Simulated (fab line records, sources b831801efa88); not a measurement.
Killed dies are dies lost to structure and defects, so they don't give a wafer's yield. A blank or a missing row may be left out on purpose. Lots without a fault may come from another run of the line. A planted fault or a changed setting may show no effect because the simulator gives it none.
Which tool did it? | flow sky130 | 6 lots, 18 wafers sampled, at 2 steps of a route of 708

WHAT THE GAUGES READ, wafer by wafer
SKY_NWELL_TW_MEAS_26.
lot  | measured    | on            | NWELL_2_TW
L438 | day 5 20:11 | film_metro-04 | 507 508 506
L440 | day 6 05:52 | film_metro-01 | 501 498 499
L443 | day 7 04:50 | film_metro-02 | 497 499 498
L445 | day 7 15:13 | film_metro-02 | 500 497 500
L448 | day 8 07:24 | film_metro-01 | 959 962 956
L450 | day 8 23:35 | film_metro-04 | 975 978 979

WHICH TOOL RAN EACH LOT (tool, then ch and the chambers of the sampled wafers, then the start)
lot  | SKY_NWELL_IMPLANT_24
L438 | implanter-03 ch 0, day 5 16:10
L440 | implanter-03 ch 0, day 6 05:38
L443 | implanter-02 ch 0, day 7 04:37
L445 | implanter-01 ch 0, day 7 14:58
L448 | implanter-02 ch 0, day 8 07:11
L450 | implanter-03 ch 0, day 8 23:21
- SKY_NWELL_IMPLANT_24

THE ANSWER, worked out from the rows above alone
Rule: what is usual is taken from the lots themselves. Put in order of their means at a reading, lots are off if they are a third of the lots or fewer, leave a main group of 4 or more, and stand apart from it by a gap of 3 or more times the standard deviation of the main group's means; of several such gaps the widest counts. A main group whose means are all the same, to the digits that the tables above print for the reading, isn't used. A lot without any number at a reading at which 4 lots or more have one is off too. The other lots that the step has rows for count as sound.
Off: L448, L450, at SKY_NWELL_TW_MEAS_26 (NWELL_2_TW). The main group: mean 501, standard deviation 3.6.
A tool fits if, at a process step before that reading, it ran every lot that is off, and no sound lot after the first of them. The gauges at SKY_NWELL_TW_MEAS_26 are tried like those tools. None of those tried fits.

WHAT THE SIMULATOR HAD PUT IN
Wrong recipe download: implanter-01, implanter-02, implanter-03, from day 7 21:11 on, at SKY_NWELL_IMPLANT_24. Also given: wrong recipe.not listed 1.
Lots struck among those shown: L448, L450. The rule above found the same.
